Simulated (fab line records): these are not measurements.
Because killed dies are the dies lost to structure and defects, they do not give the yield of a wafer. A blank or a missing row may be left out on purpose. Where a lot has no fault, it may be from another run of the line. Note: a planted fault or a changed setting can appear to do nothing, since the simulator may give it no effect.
Which tool did it? :: flow gf180mcu :: 14 lots with 42 wafers sampled at 3 steps, on a route of 602 steps

## WHAT EACH GAUGE READ, for each wafer
GF_VT_IMPLANT_RS_MEAS_48: measures by four-point-probe. Usual: LVPWELL_RS gives 1197 ohm/sq (standard deviation 3.4).
lot: L216
measured: day 7 11:32
on: film metro-02
LVPWELL_RS (ohm/sq): 1191 1195 1193
flag: 

lot: L217
measured: day 7 18:08
on: film metro-02
LVPWELL_RS (ohm/sq): 1197 1199 1197
flag: 

lot: L218
measured: day 8 03:10
on: film metro-04
LVPWELL_RS (ohm/sq): 1195 1198 1198
flag: 

lot: L219
measured: day 8 10:11
on: film metro-03
LVPWELL_RS (ohm/sq): 1200 1201 1197
flag: 

lot: L226
measured: day 10 09:19
on: film metro-04
LVPWELL_RS (ohm/sq): 1171 1170 1170
flag: OFF

lot: L227
measured: day 10 18:03
on: film metro-04
LVPWELL_RS (ohm/sq): 1167 1168 1169
flag: OFF

lot: L228
measured: day 11 00:46
on: film metro-04
LVPWELL_RS (ohm/sq): 1173 1174 1171
flag: OFF

lot: L230
measured: day 11 12:13
on: film metro-02
LVPWELL_RS (ohm/sq): 1199 1200 1202
flag: 

lot: L231
measured: day 11 17:32
on: film metro-02
LVPWELL_RS (ohm/sq): 1198 1199 1199
flag: 

lot: L232
measured: day 12 00:41
on: film metro-02
LVPWELL_RS (ohm/sq): 1193 1191 1191
flag: 

lot: L234
measured: day 12 14:29
on: film metro-03
LVPWELL_RS (ohm/sq): 1195 1194 1197
flag: 

lot: L235
measured: day 12 22:31
on: film metro-04
LVPWELL_RS (ohm/sq): 1195 1198 1199
flag: 

lot: L238
measured: day 13 14:50
on: film metro-02
LVPWELL_RS (ohm/sq): 1193 1194 1193
flag: 

lot: L239
measured: day 13 23:01
on: film metro-03
LVPWELL_RS (ohm/sq): 1200 1205 1202
flag: 

GF_POLY_GATE_THK_MEAS_01. Usual: POLY_GATE_CVD_00_THK gives 200.4 nm (standard deviation 1.6).
lot: L216
measured: day 8 09:46
on: film metro-02
POLY_GATE_CVD_00_THK (nm): 202.4 201.8 200.2
flag: 

lot: L217
measured: day 8 16:14
on: film metro-02
POLY_GATE_CVD_00_THK (nm): 198.7 198.3 197.6
flag: 

lot: L218
measured: day 9 03:19
on: film metro-01
POLY_GATE_CVD_00_THK (nm): 202.3 201.9 201.6
flag: 

lot: L219
measured: day 9 08:39
on: film metro-04
POLY_GATE_CVD_00_THK (nm): 200.4 201.6 203.4
flag: 

lot: L226
measured: day 11 08:51
on: film metro-02
POLY_GATE_CVD_00_THK (nm): 200.4 200.2 201.6
flag: 

lot: L227
measured: day 11 18:22
on: film metro-04
POLY_GATE_CVD_00_THK (nm): 201.6 200.4 200.8
flag: 

lot: L228
measured: day 12 05:12
on: film metro-01
POLY_GATE_CVD_00_THK (nm): 198.2 198.2 198.2
flag: 

lot: L230
measured: day 12 14:51
on: film metro-04
POLY_GATE_CVD_00_THK (nm): 200.9 198.4 201.1
flag: 

lot: L231
measured: day 13 03:10
on: film metro-04
POLY_GATE_CVD_00_THK (nm): 198.2 199.4 198.0
flag: 

lot: L232
measured: day 13 11:20
on: film metro-01
POLY_GATE_CVD_00_THK (nm): 197.3 197.1 198.1
flag: 

lot: L234
measured: day 13 22:20
on: film metro-01
POLY_GATE_CVD_00_THK (nm): 200.1 201.9 201.5
flag: 

lot: L235
measured: day 14 05:28
on: film metro-04
POLY_GATE_CVD_00_THK (nm): 199.8 200.0 200.3
flag: 

lot: L238
measured: day 14 22:12
on: film metro-04
POLY_GATE_CVD_00_THK (nm): 199.7 199.5 199.4
flag: 

lot: L239
measured: day 15 07:10
on: film metro-01
POLY_GATE_CVD_00_THK (nm): 199.4 201.9 200.6
flag: 

## WHAT TOOL EACH LOT RAN ON (gives the tool, then ch and the chambers of the sampled wafers, and finally the start)
lot: L216
GF_LVPWELL_IMPLANT_08: implanter-02 ch 0, day 3 19:57

lot: L217
GF_LVPWELL_IMPLANT_08: implanter-02 ch 0, day 4 00:34

lot: L218
GF_LVPWELL_IMPLANT_08: implanter-01 ch 0, day 4 07:54

lot: L219
GF_LVPWELL_IMPLANT_08: implanter-02 ch 0, day 4 13:41

lot: L226
GF_LVPWELL_IMPLANT_08: implanter-02 ch 0, day 6 04:15

lot: L227
GF_LVPWELL_IMPLANT_08: implanter-02 ch 0, day 6 11:20

lot: L228
GF_LVPWELL_IMPLANT_08: implanter-02 ch 0, day 6 18:19

lot: L230
GF_LVPWELL_IMPLANT_08: implanter-01 ch 0, day 7 04:17

lot: L231
GF_LVPWELL_IMPLANT_08: implanter-04 ch 0, day 7 08:47

lot: L232
GF_LVPWELL_IMPLANT_08: implanter-04 ch 0, day 7 13:35

lot: L234
GF_LVPWELL_IMPLANT_08: implanter-01 ch 0, day 8 02:54

lot: L235
GF_LVPWELL_IMPLANT_08: implanter-04 ch 0, day 8 08:14

lot: L238
GF_LVPWELL_IMPLANT_08: implanter-04 ch 0, day 9 00:47

lot: L239
GF_LVPWELL_IMPLANT_08: implanter-04 ch 0, day 9 06:50
- GF_LVPWELL_IMPLANT_08

## WHAT THE TOOLS THEMSELVES READ (means of the sampled wafers that have a number; where no wafer has one, the mark that the record gives instead)
GF_LVPWELL_IMPLANT_08. Usual: beam energy keV 170.00, standard deviation 0.054.
lot: L216
tool: implanter-02
beam energy keV: 169.99
flag: 

lot: L217
tool: implanter-02
beam energy keV: 170.05
flag: 

lot: L218
tool: implanter-01
beam energy keV: 169.99
flag: 

lot: L219
tool: implanter-02
beam energy keV: 170.05
flag: 

lot: L226
tool: implanter-02
beam energy keV: 193.41
flag: OFF

lot: L227
tool: implanter-02
beam energy keV: 193.34
flag: OFF

lot: L228
tool: implanter-02
beam energy keV: 193.33
flag: OFF

lot: L230
tool: implanter-01
beam energy keV: 169.98
flag: 

lot: L231
tool: implanter-04
beam energy keV: 169.99
flag: 

lot: L232
tool: implanter-04
beam energy keV: 169.98
flag: 

lot: L234
tool: implanter-01
beam energy keV: 169.97
flag: 

lot: L235
tool: implanter-04
beam energy keV: 170.11
flag: 

lot: L238
tool: implanter-04
beam energy keV: 170.00
flag: 

lot: L239
tool: implanter-04
beam energy keV: 170.06
flag: 

## THE ANSWER, worked out from the rows above alone
Rule: a lot is off if the mean of its wafers that have a number lies more than 3 standard deviations from the usual mean. Also off: a lot with no number at a reading for which 4 or more lots have one. Where the step has rows for the other lots, those lots are counted as sound. After the gauges, taken in route order, come the tools' own readings; for these a lot's mean is taken, as printed above. At the first step where some lot is off, the reading lying furthest off is the one used; lots without a number count as furthest.
Off: L226, L227, L228, at GF_VT_IMPLANT_RS_MEAS_48 (LVPWELL_RS).
If a tool, at a process step before that reading, ran all the lots that are off and no sound lot after the first of them, it fits. The gauges at GF_VT_IMPLANT_RS_MEAS_48 aren't tried: what is off there is off at GF_LVPWELL_IMPLANT_08 too, on other tools, and a gauge's error can't cause that. One fits: implanter-02 at GF_LVPWELL_IMPLANT_08. A fault onset in the window from L219 (day 4 13:41, its last sound lot) to L226 (day 6 04:15, its first lot off) fits.
On the lots that are off, the tool's own readings at GF_LVPWELL_IMPLANT_08 differ by more than 5 times the standard deviation of the sound lots' means, which bears it out; beam energy keV reads 193.36 there versus 170.02 on the sound lots.

## WHAT THE SIMULATOR PUT IN
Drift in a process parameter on implanter-02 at GF_LVPWELL_IMPLANT_08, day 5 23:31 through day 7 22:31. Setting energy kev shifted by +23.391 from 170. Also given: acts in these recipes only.
Shown lots that were struck: L226, L227, L228. The rule above found the same.
